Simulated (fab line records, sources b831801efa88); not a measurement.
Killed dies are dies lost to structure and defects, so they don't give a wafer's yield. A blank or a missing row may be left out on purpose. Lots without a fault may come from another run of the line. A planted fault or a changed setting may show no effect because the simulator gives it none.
Chamber matching | flow sky130 | SKY_CONTACT_CVD_00 on pecvd-03: 3 sister chambers
The step deposits Si3N4, target thk 75 nm. 6 wafers are shown with their chamber, then 9 later ones without.

WAFERS WITH THEIR CHAMBER
wafer  | chamber | heater_power_w (W) | rf_fwd_power_W (W)
L081.3 | 0       | 646                | 442.8
L083.2 | 2       | 858                | 442.6
L083.3 | 0       | 603                | 444.3
L090.2 | 2       | 790                | 443.5
L090.3 | 1       | 601                | 444.7
L090.5 | 1       | 613                | 446.0

WAFERS WITHOUT THEIR CHAMBER
wafer  | heater_power_w (W) | rf_fwd_power_W (W)
L092.1 | 803                | 444.5
L092.4 | 824                | 442.9
L092.6 | 663                | 442.6
L093.2 | 779                | 442.8
L093.3 | 735                | 442.1
L093.5 | 708                | 441.9
L095.1 | 780                | 443.9
L095.2 | 576                | 446.4
L095.5 | 806                | 442.2

WHICH CHAMBER EACH WENT THROUGH
wafer  | from the rows above          | in truth
L092.1 | 2                            | 2
L092.4 | 2                            | 2
L092.6 | can't be placed: 0 or 1      | 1
L093.2 | 2                            | 2
L093.3 | can't be placed: 2 or 0      | 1
L093.5 | can't be placed: 0 or 2 or 1 | 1
L095.1 | 2                            | 2
L095.2 | 1                            | 1
L095.5 | 2                            | 2
Placed correctly: 6 of 9. Can't be placed from these rows: 3 (the true chamber is among the candidates in 2). Placed wrongly: 0.
How it was worked out, from the rows above alone: a wafer's distance from a chamber is the root of the sum, over the readings, of the square of ((its reading less the chamber's mean) divided by the reading's scatter). The wafer belongs to the nearest chamber; if the next one is less than 2 further off, it can't be placed. A chamber's mean is the mean of its shown wafers. The scatter: the root of (the sum of the squares of (reading less its chamber's mean) over the shown wafers, divided by (wafers less chambers)).
